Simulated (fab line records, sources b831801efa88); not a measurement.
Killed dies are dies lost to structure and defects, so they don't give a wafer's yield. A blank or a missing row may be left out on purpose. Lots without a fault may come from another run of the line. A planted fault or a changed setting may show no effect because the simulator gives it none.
One fault seen from 2 desks | flow gf180mcu | each desk has only its own numbers; what lay behind them comes last

THE METROLOGY DESK
What the gauges read, lot by lot, whatever tool the lot ran on: means of the sampled wafers that have a number. A lot is out of limits, marked OUT, if its mean lies more than 4 standard deviations from the usual mean; the brackets give that distance.
Columns: A = cd_nm at GF_V1_CD_MEAS_14, usual 260.1 nm; B = V1_OVL at GF_V1_OVL_MEAS_15, usual 1 nm
lot  | first seen here | A     | B
L371 | day 18 06:20    | 259.4 | 0
L376 | day 20 06:26    | 257.7 | 2
L379 | day 21 11:41    | 259.9 | -5
L380 | day 22 05:39    | 261.4 | -1
L387 | day 24 10:29    | 259.9 | 4
L393 | day 26 08:04    | 259.3 | -9
This desk's finding: nothing out of limits on any of the 6 lots.

THE TOOL OWNER'S DESK: pvd_sputter-03
The tool's own readings at GF_V1_SPUTTER_22 (material TiN, target thk 10 nm, time 40 s): means of the sampled wafers that have a number, for each lot that ran on this tool. A lot is out of limits, marked OUT, if its mean lies more than 4 standard deviations from the usual mean; the brackets give that distance.
Columns: A = cathode_dc_power_W at GF_V1_SPUTTER_22, usual 3999.9 W; B = throttle_valve_pct at GF_V1_SPUTTER_22, usual 29.9 %
lot  | first seen here | A      | B
L371 | day 18 07:13    | 3999.7 | 28.9
L379 | day 21 12:34    | 3999.6 | 30.6
L380 | day 22 06:32    | 3999.3 | 30.5
This desk's finding: nothing out of limits on any of the 3 lots.

PUT TOGETHER
The metrology desk saw nothing out of limits.
The tool owner's desk saw nothing out of limits.

WHAT THE SIMULATOR HAD PUT IN
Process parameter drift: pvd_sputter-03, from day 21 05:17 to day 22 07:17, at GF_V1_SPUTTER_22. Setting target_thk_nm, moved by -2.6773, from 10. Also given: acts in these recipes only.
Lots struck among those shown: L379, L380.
